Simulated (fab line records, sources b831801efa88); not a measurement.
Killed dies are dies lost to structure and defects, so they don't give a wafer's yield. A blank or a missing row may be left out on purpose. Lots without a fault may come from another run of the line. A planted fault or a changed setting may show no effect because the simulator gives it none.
A struck lot beside a sound one | flow sky130 | 43 steps out of a route of 708
Sound: wafers L735.1, L735.3, L735.4. Struck: wafer L739.5. (L739.3, L739.6 of the same lot were not struck and are left out.) The cause comes at the end.
At each step with rows: each side's tool, then ch and its chambers, then its first start. Under that, the readings that differ: sound wafers | struck wafers | difference of the means | sigmas: that difference in standard deviations of wafers without a fault.
alike: readings whose means differ by less than 2 such deviations, and words and numbers that are the same on both sides. not compared: withheld readings, readings that some wafer has no value for, bounds like >300 that may hide the same value, and numbers for which the record gives no deviation and whose values overlap.
The two part at a step that has a row with sigmas, a row that says differs or no value, or rows on one side only. Numbers that don't overlap but have no deviation are shown without sigmas and don't part them. A reading that every wafer of one side lacks parts them only if that side has two wafers or more.

first, 5 steps without rows for these wafers: SKY_VIA3_ETCH_15 (etches SiO2 in C4F8/O2/Ar, stops on TiN, target depth 507 nm, time 78 s); SKY_VIA3_STRIP_16 (strips in O2/N2); SKY_VIA3_STRIP_17 (strips in post etch residue remover, time 1200 s); SKY_VIA3_CLEAN_18 (cleans in IPA, time 180 s); SKY_VIA3_CLEAN_19 (cleans in O3/DIW).
SKY_VIA3_SPUTTER_20: material TiN, target thk 20 nm, time 80 s.
  sound on pvd_sputter-03, day 41 02:52; struck on pvd_sputter-03, day 42 08:23
  alike: cathode_dc_power_W, throttle_valve_pct
then, 1 step without rows for these wafers: SKY_VIA3_CVD_21 (deposits W, target thk 390 nm, time 117.31 s).
SKY_VIA3_RS_MEAS_22: measures by four-point-probe.
  sound on film_metro-02, day 41 03:02; struck on film_metro-03, day 42 08:37
  alike: VIA3_W_RS
SKY_VIA3_THK_MEAS_23: measures by xrf.
  sound on film_metro-02, day 41 03:10; struck on film_metro-03, day 42 08:43
  alike: VIA3_W_THK
then, 1 step without rows for these wafers: SKY_VIA3_CMP_24 (polishes, stops on SiO2, t overpolish 20 s, target thk 0 nm).
SKY_METAL4_SPUTTER_00: material Ti, target thk 15 nm, time 10 s.
  sound on pvd_sputter-01, day 41 03:31; struck on pvd_sputter-01, day 42 09:03
  alike: cathode_dc_power_W, throttle_valve_pct
SKY_METAL4_SPUTTER_01: material TiN, target thk 20 nm, time 16.7 s.
  sound on pvd_sputter-01, day 41 03:33; struck on pvd_sputter-01, day 42 09:04
  alike: cathode_dc_power_W, throttle_valve_pct
SKY_METAL4_SPUTTER_02: material AlCu, target thk 735 nm, time 39.1 s.
  sound on pvd_sputter-01, day 41 03:34; struck on pvd_sputter-01, day 42 09:05
  alike: cathode_dc_power_W, throttle_valve_pct
then, 1 step without rows for these wafers: SKY_METAL4_SPUTTER_03 (material Ti, target thk 5 nm, time 3.3 s).
SKY_METAL4_SPUTTER_04: material TiN, target thk 70 nm, time 58.3 s.
  sound on pvd_sputter-01, day 41 03:38; struck on pvd_sputter-01, day 42 09:09
  reading                | sound                | struck | difference | sigmas
  cathode_dc_power_W (W) | 6279.8 6280.6 6281.6 | 6277.8 | -2.9       | -2
  alike: throttle_valve_pct
then, 1 step without rows for these wafers: SKY_CAP2M_CVD_00 (deposits SiO2, target thk 15.5 nm).
SKY_CAP2M_THK_MEAS_01:
  sound on film_metro-01, day 41 03:42; struck on film_metro-04, day 42 09:14
  alike: CAP2M_CVD_00_THK
then, 1 step without rows for these wafers: SKY_CAP2M_SPUTTER_02 (material TiN, target thk 200 nm, time 166.7 s).
SKY_CAP2M_RS_MEAS_03: measures by four-point-probe.
  sound on film_metro-02, day 41 03:52; struck on film_metro-01, day 42 09:26
  alike: CAP2M_TIN_RS
SKY_CAP2M_THK_MEAS_04: measures by xrf.
  sound on film_metro-02, day 41 03:59; struck on film_metro-01, day 42 09:32
  alike: CAP2M_TIN_THK
then, 7 steps without rows for these wafers: SKY_CAP2M_DEHYDRATE_05 (time 60 s); SKY_CAP2M_HMDS_06 (prime time 60 s); SKY_CAP2M_COAT_07 (resist thk 1140 nm); SKY_CAP2M_SOFTBAKE_08 (time 60 s); SKY_CAP2M_EXPOSE_09 (exposes mask CAP2M, target cd 1000 nm); SKY_CAP2M_PEB_10; SKY_CAP2M_DEVELOP_11 (develop time 60 s).
SKY_CAP2M_OVL_MEAS_12:
  sound on overlay-02, day 42 03:01; struck on overlay-01, day 43 08:18
  alike: CAP2M_OVL
then, 1 step without rows for these wafers: SKY_CAP2M_METAL_ETCH_13 (etches TiN in Cl2/BCl3, stops on SiO2, target depth 220 nm, time 62.9 s).
SKY_CAP2M_STRIP_14: strips in O2/N2.
  sound on plasma_asher-04 ch 0,1, day 42 03:08; struck on plasma_asher-03 ch 1, day 43 08:26
  alike: drypump_motor_current_A, oes_product_au, strip_time_to_endpoint_s
  not compared: rf_hours_counter_h
then, 11 steps without rows for these wafers: SKY_CAP2M_STRIP_15 (strips in post etch residue remover, time 1200 s); SKY_CAP2M_CLEAN_16 (cleans in IPA, time 180 s); SKY_CAP2M_CLEAN_17 (cleans in O3/DIW); SKY_METAL4_DEHYDRATE_05 (time 60 s); SKY_METAL4_HMDS_06 (prime time 60 s); SKY_METAL4_COAT_07 (resist thk 60 nm); SKY_METAL4_COAT_08 (resist thk 1158 nm); SKY_METAL4_SOFTBAKE_09 (time 90 s); SKY_METAL4_EXPOSE_10 (exposes mask MM4, target cd 300 nm); SKY_METAL4_PEB_11; SKY_METAL4_DEVELOP_12 (develop time 60 s).
SKY_METAL4_CD_MEAS_13: target cd 300 nm.
  sound on cd_sem-02, day 43 03:00; struck on cd_sem-02, day 44 06:59
  alike: cd_nm
-- the record jumps here: 4 days lie between the struck wafers' starts before and after (it left off in module METAL4 and takes up again in module PAD_OPEN, whose first step shown is number 708 of the route) --
SKY_PAD_OPEN_PROBE_99:
  sound on prober-01, day 46 22:30; struck on prober-01, day 47 23:03
  reading                               | sound               | struck                   | difference                   | sigmas
  hold                                  | - - -               | await_dispo/3.0h/release | no value on the sound wafers |
  defect_limited_yield (%)              | 83.5 79.5 79.5      | 76.8                     | -4.0                         | -2
  killed_at_M4_up                       | 2 4 5               | 27                       | +23                          | +12
  killed_on_rim                         | 17 18 20            | 29                       | +11                          | +3
  sort_bin_3_pad_short (%)              | 0.6 0.6 1.0         | 3.3                      | +2.6                         | +6
  sort_yield_pct (%)                    | 83.5 79.5 79.5      | 76.8                     | -4.0                         | -2
  model.etest.tester.sort_n_pass        | 411 391 391         | 378                      | -20                          |
  model.etest.tester.sort_yield_pct (%) | 83.54 79.47 79.47   | 76.83                    | -4.00                        |
  model.etest.tester.sort_bin_3_pct (%) | 0.6098 0.6098 1.016 | 3.252                    | +2.507                       |
  alike: killed_at_M0_to_M3, killed_at_contacts, killed_at_front_end, killed_at_other, killed_dies, killed_open, killed_short, sort_bin_5_function, sort_bin_6_memory, sort_n_pass

WHERE THEY PART
First at SKY_METAL4_SPUTTER_04; last, within this record, at SKY_PAD_OPEN_PROBE_99.

WHY: what the simulator had put in
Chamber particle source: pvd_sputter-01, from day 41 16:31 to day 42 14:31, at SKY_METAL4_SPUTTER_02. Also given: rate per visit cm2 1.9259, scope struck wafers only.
